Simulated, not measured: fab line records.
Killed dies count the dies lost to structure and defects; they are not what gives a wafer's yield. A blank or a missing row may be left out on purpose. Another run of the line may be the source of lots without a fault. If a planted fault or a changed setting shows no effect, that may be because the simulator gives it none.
Which of the tools did it? | flow sky130 | 14 lots with 40 wafers sampled at 5 steps, on a route of 708 steps

## WHAT THE GAUGES READ, wafer by wafer
SKY_SONOS_TUNNEL_CD_MEAS_07: target cd 410 nm. Usual: 409.6 nm for cd-nm, sd 2.4.
lot  | measured     | on        | cd-nm (nm)        | flag
L711 | day 11 04:52 | cd-sem-01 | 410.6 411.1 408.5 |
L712 | day 11 10:55 | cd-sem-02 | 410.6 414.5 411.8 |
L714 | day 12 05:10 | cd-sem-01 | 406.6 406.2 407.6 |
L715 | day 12 08:43 | cd-sem-02 | 411.2 412.8 412.4 |
L716 | day 12 17:31 | cd-sem-01 | 407.6 407.1 405.3 |
L717 | day 13 07:47 | cd-sem-01 | 408.7 409.8 410.2 |
L718 | day 13 11:59 | cd-sem-02 | 411.1 411.7 408.1 |
L719 | day 14 08:53 | cd-sem-01 | 408.1 407.9 409.1 |
L720 | day 15 06:29 | cd-sem-02 | 411.0 409.8 408.6 |
L721 | day 15 07:04 | cd-sem-02 | 409.6 409.5 411.6 |
L723 | day 15 22:57 | cd-sem-01 | 406.4 404.5 404.8 |
L729 | day 17 01:51 | cd-sem-02 | 408.4 418.1       |
L730 | day 17 17:24 | cd-sem-01 | 411.1 421.1       |
L733 | day 18 17:46 | cd-sem-02 | 406.1 404.8 405.4 |

SKY_SONOS_TUNNEL_TW_MEAS_12. Usual: for SONOS_TUNNEL_TW the level is 199.1 and the standard deviation is 0.76.
lot  | measured     | on            | SONOS_TUNNEL_TW   | flag
L711 | day 11 05:26 | film-metro-03 | 200.2 199.9 199.0 |
L712 | day 11 11:29 | film-metro-03 | 200.0 199.7 199.7 |
L714 | day 12 05:43 | film-metro-04 | 199.0 197.5 199.1 |
L715 | day 12 09:27 | film-metro-03 | 199.8 199.7 200.2 |
L716 | day 12 18:05 | film-metro-03 | 198.7 198.8 198.2 |
L717 | day 13 08:20 | film-metro-03 | 199.5 199.2 199.5 |
L718 | day 13 12:33 | film-metro-01 | 199.3 198.8 200.1 |
L719 | day 14 09:26 | film-metro-01 | 198.5 199.2 199.5 |
L720 | day 15 07:01 | film-metro-03 | 199.2 200.3 199.5 |
L721 | day 15 07:37 | film-metro-04 | 199.0 197.7 198.7 |
L723 | day 15 23:29 | film-metro-04 | 199.1 198.8 198.6 |
L729 | day 17 02:23 | film-metro-04 | 199.9 199.5       |
L730 | day 17 17:58 | film-metro-04 | 198.7 197.8       |
L733 | day 18 18:21 | film-metro-04 | 197.6 198.8 198.8 |

SKY_SONOS_ONO_CD_MEAS_13: target cd 410 nm. Usual: 410.0 nm for cd-nm, sd 2.2.
lot  | measured     | on        | cd-nm (nm)        | flag
L711 | day 12 10:40 | cd-sem-01 | 410.3 409.6 411.1 |
L712 | day 12 15:46 | cd-sem-01 | 413.8 413.4 412.3 |
L714 | day 13 11:28 | cd-sem-02 | 410.6 411.9 409.9 |
L715 | day 13 15:16 | cd-sem-01 | 411.3 413.1 414.5 |
L716 | day 14 00:49 | cd-sem-02 | 407.3 408.5 406.3 |
L717 | day 14 15:23 | cd-sem-02 | 410.6 409.1 412.0 |
L718 | day 14 21:52 | cd-sem-02 | 407.0 406.1 407.2 |
L719 | day 15 17:10 | cd-sem-01 | 411.3 411.1 410.6 |
L720 | day 16 17:01 | cd-sem-02 | 408.1 409.0 409.0 |
L721 | day 16 16:19 | cd-sem-01 | 408.4 410.2 408.6 |
L723 | day 17 11:26 | cd-sem-02 | 412.7 414.1 412.4 |
L729 | day 18 13:42 | cd-sem-01 | 414.0 412.0       |
L730 | day 19 22:05 | cd-sem-02 | 410.6 410.9       |
L733 | day 20 08:25 | cd-sem-02 | 406.9 407.7 407.9 |

SKY_SONOS_ONO_OVL_MEAS_14. Usual: for SONOS_ONO_OVL the level is 0.9 nm and the standard deviation is 1.6.
lot  | measured     | on         | SONOS_ONO_OVL (nm) | flag
L711 | day 12 10:47 | overlay-02 | -1.3 -0.7 0.1      |
L712 | day 12 15:53 | overlay-01 | 2.9 1.4 0.6        |
L714 | day 13 11:35 | overlay-02 | 0.7 0.2 2.8        |
L715 | day 13 15:23 | overlay-01 | -0.7 -0.1 -1.6     |
L716 | day 14 00:56 | overlay-02 | 1.1 0.2 -0.1       |
L717 | day 14 15:29 | overlay-01 | 1.3 -0.4 1.2       |
L718 | day 14 21:58 | overlay-02 | -0.3 -0.4 -1.7     |
L719 | day 15 17:16 | overlay-02 | -1.1 -1.4 -0.9     |
L720 | day 16 17:05 | overlay-01 | -2.6 -0.2 -0.1     |
L721 | day 16 16:26 | overlay-02 | 4.5 3.9 3.6        |
L723 | day 17 11:32 | overlay-02 | 1.4 1.8 0.8        |
L729 | day 18 13:47 | overlay-02 | 1.6 3.3            |
L730 | day 19 22:11 | overlay-02 | 0.5 0.8            |
L733 | day 20 08:32 | overlay-01 | -1.5 -0.3 -2.2     |

## WHICH TOOL RAN EACH LOT (tool, then ch and the chambers of the sampled wafers, then the start)
lot  | SKY_SONOS_TUNNEL_DEVELOP_06
L711 | litho-track-01 ch 0, day 11 04:43
L712 | litho-track-04 ch 0, day 11 10:46
L714 | litho-track-01 ch 0, day 12 05:01
L715 | litho-track-04 ch 0, day 12 08:34
L716 | litho-track-04 ch 0, day 12 17:22
L717 | litho-track-04 ch 0, day 13 07:38
L718 | litho-track-02 ch 0, day 13 11:51
L719 | litho-track-01 ch 0, day 14 08:44
L720 | litho-track-02 ch 0, day 15 06:21
L721 | litho-track-04 ch 0, day 15 06:55
L723 | litho-track-01 ch 0, day 15 22:49
L729 | litho-track-04 ch 0, day 17 01:43
L730 | litho-track-04 ch 0, day 17 17:16
L733 | litho-track-02 ch 0, day 18 17:37
- SKY_SONOS_TUNNEL_DEVELOP_06: develop time 60 s.

## WHAT THE TOOLS THEMSELVES READ (means of the sampled wafers that have a number; where no wafer has one, the mark that the record gives instead)
SKY_SONOS_TUNNEL_DEVELOP_06. Usual: 23.01 C for chill-plate-temp-C, sd 0.1.
lot  | tool           | chill-plate-temp-C (C) | flag
L711 | litho-track-01 | 23.00                  |
L712 | litho-track-04 | 22.92                  |
L714 | litho-track-01 | 22.94                  |
L715 | litho-track-04 | 23.03                  |
L716 | litho-track-04 | 22.93                  |
L717 | litho-track-04 | 23.09                  |
L718 | litho-track-02 | 23.03                  |
L719 | litho-track-01 | 23.15                  |
L720 | litho-track-02 | 23.05                  |
L721 | litho-track-04 | 22.92                  |
L723 | litho-track-01 | 23.21                  |
L729 | litho-track-04 | 23.06                  |
L730 | litho-track-04 | 22.96                  |
L733 | litho-track-02 | 22.98                  |

## THE ANSWER, worked out from the rows above alone
Rule: a lot is off if the mean of its wafers that have a number lies more than 3 standard deviations from the usual mean. Also off: a lot with no number at a reading for which 4 or more lots have one. Any other lot the step has rows for is counted as sound. First the gauges in route order, then the tools' own readings, where a lot's mean is used as printed above. The first step at which some lot is off is used, and at that step the reading that is off furthest; a lot without a number counts as furthest.
Nothing can be told from this: no lot is off at any reading shown.

## WHAT HAD BEEN PUT IN BY THE SIMULATOR
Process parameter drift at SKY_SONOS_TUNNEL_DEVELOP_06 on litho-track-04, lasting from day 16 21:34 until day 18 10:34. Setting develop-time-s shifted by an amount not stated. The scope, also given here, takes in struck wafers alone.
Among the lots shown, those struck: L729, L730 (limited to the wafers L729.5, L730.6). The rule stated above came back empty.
